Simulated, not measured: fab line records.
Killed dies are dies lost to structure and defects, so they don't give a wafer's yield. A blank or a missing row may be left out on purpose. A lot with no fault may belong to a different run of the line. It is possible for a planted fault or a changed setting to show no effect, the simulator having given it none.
One fault seen from 2 desks -- flow sky130 -- only its own numbers are on each desk; what lay behind them is given at the end

THE METROLOGY DESK
What the gauges read for every lot (on any tool): the sampled wafers with a number, averaged. A lot is out of limits, marked OUT, if its mean lies more than 4 standard deviations from the usual mean; the brackets give that distance.
Columns: A = LOCAL_INTERCONNECT_TIN_RS at SKY_LOCAL_INTERCONNECT_RS_MEAS_01, usual 14.19 ohm/sq; B = cd-nm at SKY_LOCAL_INTERCONNECT_CD_MEAS_11, usual 169.5 nm
lot,first seen here,A,B
L830,day 30 02:38,14.22,167.2
L831,day 30 11:40,14.35,167.4
L832,day 30 13:22,14.26,170.5
L833,day 31 03:11,14.25,174.1
L836,day 32 12:50,14.26,170.4
L841,day 33 17:16,14.23,169.3
L842,day 34 09:35,14.32,169.7
L843,day 34 16:25,14.18,168.5
L846,day 35 08:31,13.87,166.8
L847,day 35 13:01,14.14,168.1
This desk's verdict: no lot among the 10 shows anything out of limits.

DESK OF THE TOOL OWNER: rie-diel-03
The tool's own readings at SKY_CONTACT_ETCH_17 (etches SiO2 in C4F8/O2/Ar, stops on Si3N4, target depth 340 nm): means of the sampled wafers that have a number, for each lot that ran on this tool. A lot is out of limits, marked OUT, if its mean lies more than 4 standard deviations from the usual mean; the brackets give that distance.
Columns: A = bias-w at SKY_CONTACT_ETCH_17, usual 1200 W; B = chamber-pressure-mTorr at SKY_CONTACT_ETCH_17, usual 40.00 mTorr; C = oes-product-au at SKY_CONTACT_ETCH_17, usual 0.891 a.u.
lot,first seen here,A,B,C
L830,day 32 11:14,1200,40.00,0.887
L841,day 35 23:05,1198,40.00,0.896
L842,day 36 16:11,1200,39.99,0.893
L843,day 36 21:50,1202,39.99,0.890
L846,day 37 13:44,1203,39.99,0.887
L847,day 37 18:43,1195,40.00,0.889
This desk's verdict: no lot among the 6 shows anything out of limits.

ALL TOGETHER
From the metrology desk's view, nothing was out of limits.
The tool owner's desk saw nothing out of limits.

WHAT THE SIMULATOR HAD PUT IN
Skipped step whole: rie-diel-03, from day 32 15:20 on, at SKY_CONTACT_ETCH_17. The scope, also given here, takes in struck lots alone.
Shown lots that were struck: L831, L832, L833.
